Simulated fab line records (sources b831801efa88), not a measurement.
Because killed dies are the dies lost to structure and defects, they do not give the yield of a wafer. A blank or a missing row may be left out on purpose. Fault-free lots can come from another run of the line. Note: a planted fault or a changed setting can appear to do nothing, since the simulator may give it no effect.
The tool behind it: which one? | flow sky130 | Sampling: 11 lots, 33 wafers, 6 of 708 route steps

== WHAT EACH GAUGE READ, for each wafer ==
SKY_PWDE_OVL_MEAS_07.
lot  | measured    | on         | PWDE_OVL (nm)
L791 | day 4 05:34 | overlay-02 | -0.8 -0.1 0.8
L792 | day 4 11:22 | overlay-02 | -1.3 -2.8 -3.2
L795 | day 5 05:41 | overlay-02 | 1.0 1.4 -0.1
L796 | day 5 11:18 | overlay-02 | 0.3 0.9 0.0
L802 | day 6 21:25 | overlay-01 | 1.8 3.1 3.9
L803 | day 7 03:00 | overlay-01 | -1.0 -1.0 -2.1
L804 | day 7 05:33 | overlay-02 | 0.7 0.1 -1.6
L805 | day 7 14:56 | overlay-01 | -0.7 -2.0 -0.1
L806 | day 7 22:54 | overlay-02 | 1.0 0.2 0.6
L810 | day 8 23:49 | overlay-02 | -0.1 -0.9 0.6
L812 | day 9 08:29 | overlay-01 | 2.5 0.4 2.6

SKY_NWELL_TW_MEAS_15.
lot  | measured     | on           | NWELL_TW
L791 | day 4 23:28  | filmMetro-04 | 1812 1808 1790
L792 | day 5 05:57  | filmMetro-01 | 1816 1818 1815
L795 | day 6 00:50  | filmMetro-03 | 1792 1795 1783
L796 | day 6 06:11  | filmMetro-01 | 1814 1826 1823
L802 | day 7 18:10  | filmMetro-04 | 1765 1762 1759
L803 | day 8 00:17  | filmMetro-01 | 1773 1767 1772
L804 | day 8 03:35  | filmMetro-04 | 1754 1762 1763
L805 | day 8 13:38  | filmMetro-04 | 1820 1816 1811
L806 | day 8 21:56  | filmMetro-04 | 1811 1813 1801
L810 | day 9 23:05  | filmMetro-04 | 1817 1811 1810
L812 | day 10 08:38 | filmMetro-04 | 1830 1827 1817

SKY_NWELL_RS_MEAS_29: uses a four-point probe to measure.
lot  | measured     | on           | NWELL_RS (ohm/sq)
L791 | day 5 17:09  | filmMetro-03 | 624.2 625.2 625.3
L792 | day 6 00:44  | filmMetro-04 | 625.3 626.0 625.9
L795 | day 6 19:59  | filmMetro-03 | 628.3 626.7 627.4
L796 | day 7 01:08  | filmMetro-04 | 624.0 623.0 622.4
L802 | day 8 16:03  | filmMetro-03 | 661.6 660.8 659.0
L803 | day 8 22:24  | filmMetro-03 | 660.5 659.8 662.5
L804 | day 9 02:18  | filmMetro-04 | 661.4 660.8 660.6
L805 | day 9 12:57  | filmMetro-04 | 623.2 625.0 624.0
L806 | day 9 20:48  | filmMetro-03 | 625.4 621.9 623.3
L810 | day 10 23:25 | filmMetro-04 | 623.8 626.1 625.6
L812 | day 11 09:23 | filmMetro-01 | 625.9 625.2 624.3

== WHAT TOOL EACH LOT RAN ON (gives the tool, then ch and the chambers of the sampled wafers, and finally the start) ==
lot  | SKY_FIELD_ISO_ETCH_15            | SKY_NWELL_IMPLANT_11            | SKY_NWELL_STRIP_14
L791 | rieDiel-04 ch 0,3, day 2 14:34   | implanter-04 ch 0, day 4 22:57  | plasmaAsher-03 ch 0,1, day 4 23:22
L792 | rieDiel-02 ch 0,1,3, day 2 19:46 | implanter-01 ch 0, day 5 05:26  | plasmaAsher-02 ch 0,1, day 5 05:52
L795 | rieDiel-02 ch 0,2,3, day 3 11:28 | implanter-04 ch 0, day 6 00:17  | plasmaAsher-03 ch 0,1, day 6 00:44
L796 | rieDiel-03 ch 1,2, day 3 18:25   | implanter-04 ch 0, day 6 05:38  | plasmaAsher-03 ch 0,1, day 6 06:05
L802 | rieDiel-02 ch 0,1,2, day 5 00:19 | implanter-04 ch 0, day 7 17:40  | plasmaAsher-01 ch 0,1, day 7 18:04
L803 | rieDiel-03 ch 0,1, day 5 04:37   | implanter-04 ch 0, day 7 23:44  | plasmaAsher-01 ch 0,1, day 8 00:11
L804 | rieDiel-03 ch 0,2, day 5 11:07   | implanter-04 ch 0, day 8 03:02  | plasmaAsher-03 ch 0,1, day 8 03:29
L805 | rieDiel-04 ch 0,1,2, day 5 15:19 | implanter-01 ch 0, day 8 13:05  | plasmaAsher-03 ch 0,1, day 8 13:32
L806 | rieDiel-02 ch 0,1,3, day 5 21:28 | implanter-03 ch 0, day 8 21:23  | plasmaAsher-01 ch 0,1, day 8 21:50
L810 | rieDiel-03 ch 0,3, day 6 18:04   | implanter-03 ch 0, day 9 22:33  | plasmaAsher-03 ch 0,1, day 9 22:59
L812 | rieDiel-03 ch 0,2, day 7 05:46   | implanter-03 ch 0, day 10 08:05 | plasmaAsher-02 ch 0,1, day 10 08:32
- SKY_FIELD_ISO_ETCH_15: etches the open film in CHF3/O2, stops on Si, target depth 180 nm, time 72 s.
- SKY_NWELL_IMPLANT_11
- SKY_NWELL_STRIP_14: strips in O2/N2.

== AS READ BY THE TOOLS THEMSELVES (means over the sampled wafers that have a number; for cases with no such wafer, the mark the record gives instead) ==
SKY_FIELD_ISO_ETCH_15.
lot  | tool       | drypumpMotorCurrentA (A) | oesProductAu (a.u.) | rfFwdPowerW (W) | throttleValvePct (%)
L791 | rieDiel-04 | 5.66                     | 0.951               | 594.5           | 8.844
L792 | rieDiel-02 | 5.45                     | 0.950               | 597.0           | 8.853
L795 | rieDiel-02 | 5.73                     | 0.947               | 596.4           | 8.851
L796 | rieDiel-03 | 5.73                     | 0.945               | 596.2           | 8.846
L802 | rieDiel-02 | 5.69                     | 0.945               | 596.9           | 8.835
L803 | rieDiel-03 | 5.89                     | 0.948               | 595.1           | 8.846
L804 | rieDiel-03 | 5.68                     | 0.937               | 594.5           | 8.842
L805 | rieDiel-04 | 5.81                     | 0.947               | 595.7           | 8.846
L806 | rieDiel-02 | 5.47                     | 0.939               | 596.5           | 8.839
L810 | rieDiel-03 | 5.81                     | 0.938               | 591.8           | 8.845
L812 | rieDiel-03 | 5.68                     | 0.936               | 594.1           | 8.842

SKY_NWELL_IMPLANT_11.
lot  | tool         | beamEnergyKeV | doseIonsCm2 | faradayCurrentUA
L791 | implanter-04 | 400.01        | 1.9e+13     | 106.1
L792 | implanter-01 | 400.11        | 1.9e+13     | 106.5
L795 | implanter-04 | 399.92        | 1.9e+13     | 105.5
L796 | implanter-04 | 400.15        | 1.9e+13     | 108.4
L802 | implanter-04 | 320.03        | 1.9e+13     | 107.7
L803 | implanter-04 | 320.00        | 1.9e+13     | 107.9
L804 | implanter-04 | 320.10        | 1.9e+13     | 107.0
L805 | implanter-01 | 400.06        | 1.9e+13     | 108.0
L806 | implanter-03 | 399.92        | 1.9e+13     | 106.8
L810 | implanter-03 | 399.88        | 1.9e+13     | 107.5
L812 | implanter-03 | 399.91        | 1.9e+13     | 107.2

SKY_NWELL_STRIP_14.
lot  | tool           | drypumpMotorCurrentA (A) | oesProductAu (a.u.) | stripTimeToEndpointS (s)
L791 | plasmaAsher-03 | 5.5                      | 0.719               | 36.85
L792 | plasmaAsher-02 | 5.8                      | 0.722               | 36.74
L795 | plasmaAsher-03 | 5.6                      | 0.722               | 36.72
L796 | plasmaAsher-03 | 6.1                      | 0.723               | 36.76
L802 | plasmaAsher-01 | 6.0                      | 0.724               | 36.74
L803 | plasmaAsher-01 | 5.9                      | 0.719               | 36.80
L804 | plasmaAsher-03 | 5.6                      | 0.716               | 36.91
L805 | plasmaAsher-03 | 5.6                      | 0.722               | 36.74
L806 | plasmaAsher-01 | 5.9                      | 0.724               | 36.77
L810 | plasmaAsher-03 | 6.1                      | 0.723               | 36.85
L812 | plasmaAsher-02 | 5.7                      | 0.720               | 36.64

== THE ANSWER, worked out from the rows above alone ==
Rule: usual is defined by the lots themselves. The widest of any qualifying gaps counts: lots, ordered by their means at a reading, are off when they make up no more than a third of the lots, leave a main group of 4 or more, and stand apart from it by 3 or more times the standard deviation of that group's means. A main group is skipped when, at the precision printed for the reading in the tables above, its means are all equal. A lot without any number at a reading at which 4 lots or more have one is off too. Where the step has rows for the other lots, those lots are counted as sound. First the gauges in route order, then the tools' own readings, where a lot's mean is used as printed above. The first step at which some lot is off is used, and at that step the reading that is off furthest; a lot without a number counts as furthest.
Off: L802, L803, L804, seen at SKY_NWELL_RS_MEAS_29 (NWELL_RS). Mean 624.9 ohm/sq and standard deviation 1.3 in the main group.
If a tool, at a process step before that reading, ran all the lots that are off and no sound lot after the first of them, it fits. Not tried: the gauges at SKY_NWELL_RS_MEAS_29; whatever is off there is also off at SKY_NWELL_IMPLANT_11, on other tools, and gauge error can't account for it. One fits: SKY_NWELL_IMPLANT_11 on implanter-04. Its last sound lot is L796 (day 6 05:38), its first lot that is off L802 (day 7 17:40): a fault that began between those two fits.
On the lots that are off, the tool's own readings at SKY_NWELL_IMPLANT_11 differ by more than 5 times the standard deviation of the sound lots' means, which bears it out; beamEnergyKeV reads 320.04 there versus 400.00 on the sound lots.

== WHAT THE SIMULATOR HAD INSERTED ==
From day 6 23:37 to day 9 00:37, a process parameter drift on implanter-04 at SKY_NWELL_IMPLANT_11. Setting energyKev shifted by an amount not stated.
Struck lots among those shown: L802, L803, L804. Same finding as the rule above.
